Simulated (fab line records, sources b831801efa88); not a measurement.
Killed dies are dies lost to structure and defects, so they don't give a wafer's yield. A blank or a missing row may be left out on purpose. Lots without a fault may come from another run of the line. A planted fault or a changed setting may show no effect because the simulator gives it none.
Which tool did it? | flow sky130 | 11 lots, 33 wafers sampled, at 6 steps of a route of 708

WHAT THE GAUGES READ, wafer by wafer
SKY_NWELL_TW_MEAS_15.
lot  | measured    | on            | NWELL_TW
L819 | day 5 08:14 | film_metro-03 | 1843 1845 1851
L820 | day 5 15:47 | film_metro-03 | 1846 1841 1834
L821 | day 5 18:52 | film_metro-03 | 1831 1842 1845
L822 | day 5 21:42 | film_metro-02 | 1821 1811 1808
L824 | day 6 08:29 | film_metro-02 | 1788 1780 1795
L825 | day 6 09:09 | film_metro-02 | 1786 1798 1796
L826 | day 6 19:19 | film_metro-04 | 1844 1835 1827
L827 | day 7 00:51 | film_metro-03 | 1824 1825 1830
L828 | day 7 02:58 | film_metro-04 | 1815 1830 1830
L832 | day 7 22:44 | film_metro-02 | 1773 1773 1768
L833 | day 8 06:52 | film_metro-02 | 1758 1766 1756

SKY_NWELL_RS_MEAS_29: measures by four-point-probe.
lot  | measured    | on            | NWELL_RS (ohm/sq)
L819 | day 6 02:58 | film_metro-04 | 625.7 623.8 623.0
L820 | day 6 11:10 | film_metro-03 | 622.0 623.3 622.0
L821 | day 6 14:39 | film_metro-04 | 625.2 625.0 624.1
L822 | day 6 17:07 | film_metro-02 | 623.7 623.7 620.7
L824 | day 7 03:52 | film_metro-03 | 627.7 627.0 627.0
L825 | day 7 04:41 | film_metro-02 | 624.8 623.8 622.9
L826 | day 7 14:59 | film_metro-02 | 625.8 626.4 625.7
L827 | day 7 21:17 | film_metro-04 | 627.3 627.7 625.7
L828 | day 7 23:36 | film_metro-04 | 627.4 625.6 628.7
L832 | day 8 19:42 | film_metro-02 | 652.4 652.2 652.8
L833 | day 9 04:07 | film_metro-04 | 656.8 657.3 657.2

WHICH TOOL RAN EACH LOT (tool, then ch and the chambers of the sampled wafers, then the start)
lot  | SKY_FIELD_ISO_ETCH_15             | SKY_FIELD_ISO_STRIP_16              | SKY_NWELL_IMPLANT_11           | SKY_NWELL_RTA_28
L819 | rie_diel-03 ch 2,3, day 2 09:57   | plasma_asher-03 ch 0,1, day 2 10:01 | implanter-02 ch 0, day 5 07:42 | rtp_anneal-01 ch 0, day 6 02:52
L820 | rie_diel-01 ch 0,1,2, day 2 14:10 | plasma_asher-01 ch 0,1, day 2 14:16 | implanter-03 ch 0, day 5 15:17 | rtp_anneal-01 ch 0, day 6 11:04
L821 | rie_diel-02 ch 1,3, day 2 21:56   | plasma_asher-02 ch 0,1, day 2 22:00 | implanter-01 ch 0, day 5 18:19 | rtp_anneal-02 ch 0, day 6 14:33
L822 | rie_diel-01 ch 0,1,3, day 3 08:45 | plasma_asher-01 ch 0,1, day 3 08:49 | implanter-01 ch 0, day 5 21:10 | rtp_anneal-01 ch 0, day 6 17:01
L824 | rie_diel-02 ch 0,2,3, day 3 18:45 | plasma_asher-01 ch 0,1, day 3 18:49 | implanter-03 ch 0, day 6 07:57 | rtp_anneal-01 ch 0, day 7 03:46
L825 | rie_diel-03 ch 0,1, day 3 18:52   | plasma_asher-02 ch 0,1, day 3 18:55 | implanter-02 ch 0, day 6 08:36 | rtp_anneal-02 ch 0, day 7 04:35
L826 | rie_diel-03 ch 0,1, day 4 03:17   | plasma_asher-03 ch 0,1, day 4 03:21 | implanter-03 ch 0, day 6 18:46 | rtp_anneal-02 ch 0, day 7 14:53
L827 | rie_diel-03 ch 0,1, day 4 06:10   | plasma_asher-02 ch 0,1, day 4 06:13 | implanter-02 ch 0, day 7 00:19 | rtp_anneal-01 ch 0, day 7 21:11
L828 | rie_diel-01 ch 1,2, day 4 08:43   | plasma_asher-03 ch 0,1, day 4 08:49 | implanter-03 ch 0, day 7 02:26 | rtp_anneal-02 ch 0, day 7 23:30
L832 | rie_diel-01 ch 0,1,3, day 5 06:44 | plasma_asher-03 ch 0,1, day 5 06:48 | implanter-01 ch 0, day 7 22:11 | rtp_anneal-01 ch 0, day 8 19:36
L833 | rie_diel-01 ch 0,1, day 5 12:10   | plasma_asher-02 ch 0,1, day 5 12:16 | implanter-01 ch 0, day 8 06:20 | rtp_anneal-02 ch 0, day 9 04:01
- SKY_FIELD_ISO_ETCH_15: etches the open film in CHF3/O2, stops on Si, target depth 180 nm, time 72 s.
- SKY_FIELD_ISO_STRIP_16: strips in O2/N2.
- SKY_NWELL_IMPLANT_11
- SKY_NWELL_RTA_28: time 30 s.

WHAT THE TOOLS THEMSELVES READ (means of the sampled wafers that have a number; where no wafer has one, the mark that the record gives instead)
SKY_FIELD_ISO_ETCH_15.
lot  | tool        | drypump_motor_current_A (A) | oes_product_au (a.u.) | throttle_valve_pct (%)
L819 | rie_diel-03 | 5.8                         | 0.948                 | 8.843
L820 | rie_diel-01 | 5.9                         | 0.945                 | 8.851
L821 | rie_diel-02 | 5.2                         | 0.954                 | 8.854
L822 | rie_diel-01 | 5.9                         | 0.943                 | 8.834
L824 | rie_diel-02 | 5.7                         | 0.946                 | 8.852
L825 | rie_diel-03 | 5.1                         | 0.934                 | 8.835
L826 | rie_diel-03 | 5.1                         | 0.947                 | 8.846
L827 | rie_diel-03 | 5.1                         | 0.940                 | 8.840
L828 | rie_diel-01 | 5.8                         | 0.944                 | 8.848
L832 | rie_diel-01 | 5.9                         | 0.940                 | 8.846
L833 | rie_diel-01 | 5.9                         | 0.946                 | 8.844

SKY_FIELD_ISO_STRIP_16.
lot  | tool            | drypump_motor_current_A (A) | n2_flow_sccm (sccm) | oes_product_au (a.u.) | strip_time_to_endpoint_s (s)
L819 | plasma_asher-03 | 5.8                         | 299.8               | 0.375                 | 3.49
L820 | plasma_asher-01 | 5.9                         | 300.8               | 0.375                 | 3.54
L821 | plasma_asher-02 | 5.2                         | 300.4               | 0.372                 | 3.52
L822 | plasma_asher-01 | 5.8                         | 299.6               | 0.379                 | 3.53
L824 | plasma_asher-01 | 5.9                         | 300.7               | 0.378                 | 3.51
L825 | plasma_asher-02 | 5.2                         | 298.9               | 0.382                 | 3.58
L826 | plasma_asher-03 | 5.4                         | 299.7               | 0.380                 | 3.58
L827 | plasma_asher-02 | 5.1                         | 299.7               | 0.381                 | 3.59
L828 | plasma_asher-03 | 5.4                         | 300.0               | 0.380                 | 3.55
L832 | plasma_asher-03 | 5.4                         | 299.8               | 0.376                 | 3.50
L833 | plasma_asher-02 | 5.1                         | 300.4               | 0.373                 | 3.51

SKY_NWELL_IMPLANT_11.
lot  | tool         | beam_energy_keV | beam_on_s (s)
L819 | implanter-02 | 399.95          | 9.93
L820 | implanter-03 | 400.08          | 9.87
L821 | implanter-01 | 399.89          | 10.05
L822 | implanter-01 | 399.94          | 10.14
L824 | implanter-03 | 399.97          | 9.96
L825 | implanter-02 | 399.99          | 10.06
L826 | implanter-03 | 399.96          | 9.89
L827 | implanter-02 | 399.90          | 9.93
L828 | implanter-03 | 400.20          | 10.00
L832 | implanter-01 | 331.18          | 10.03
L833 | implanter-01 | 331.20          | 9.92

SKY_NWELL_RTA_28.
lot  | tool          | chamber_o2_ppm | lamp_power_pct (%) | ramp_down_c_per_s | wafer_temp_C_max
L819 | rtp_anneal-01 | 1.986          | 25.30              | 89.993            | 1055.3
L820 | rtp_anneal-01 | 1.982          | 25.33              | 90.004            | 1055.0
L821 | rtp_anneal-02 | 2.017          | 25.33              | 90.003            | 1055.8
L822 | rtp_anneal-01 | 2.024          | 25.35              | 90.003            | 1055.1
L824 | rtp_anneal-01 | 1.998          | 25.28              | 90.005            | 1054.9
L825 | rtp_anneal-02 | 1.969          | 25.26              | 89.989            | 1055.0
L826 | rtp_anneal-02 | 2.022          | 25.30              | 90.004            | 1055.1
L827 | rtp_anneal-01 | 2.014          | 25.30              | 89.989            | 1054.6
L828 | rtp_anneal-02 | 2.039          | 25.37              | 90.002            | 1054.5
L832 | rtp_anneal-01 | 1.986          | 25.35              | 89.995            | 1055.2
L833 | rtp_anneal-02 | 1.995          | 25.34              | 89.990            | 1055.0

THE ANSWER, worked out from the rows above alone
Rule: what is usual is taken from the lots themselves. Put in order of their means at a reading, lots are off if they are a third of the lots or fewer, leave a main group of 4 or more, and stand apart from it by a gap of 3 or more times the standard deviation of the main group's means; of several such gaps the widest counts. A main group whose means are all the same, to the digits that the tables above print for the reading, isn't used. A lot without any number at a reading at which 4 lots or more have one is off too. The other lots that the step has rows for count as sound. The gauges are gone through in route order, then the tools' own readings, and for those a lot's mean is taken as printed above. The first step at which some lot is off is used, and at that step the reading that is off furthest; a lot without a number counts as furthest.
Off: L832, L833, at SKY_NWELL_RS_MEAS_29 (NWELL_RS). The main group: mean 625.0 ohm/sq, standard deviation 1.8.
A tool fits if, at a process step before that reading, it ran every lot that is off, and no sound lot after the first of them. The gauges at SKY_NWELL_RS_MEAS_29 aren't tried: what is off there is off at SKY_NWELL_IMPLANT_11 too, on other tools, and a gauge's error can't cause that. Can't be told from this: 2 tools fit, rie_diel-01 at SKY_FIELD_ISO_ETCH_15, implanter-01 at SKY_NWELL_IMPLANT_11.

WHAT THE SIMULATOR HAD PUT IN
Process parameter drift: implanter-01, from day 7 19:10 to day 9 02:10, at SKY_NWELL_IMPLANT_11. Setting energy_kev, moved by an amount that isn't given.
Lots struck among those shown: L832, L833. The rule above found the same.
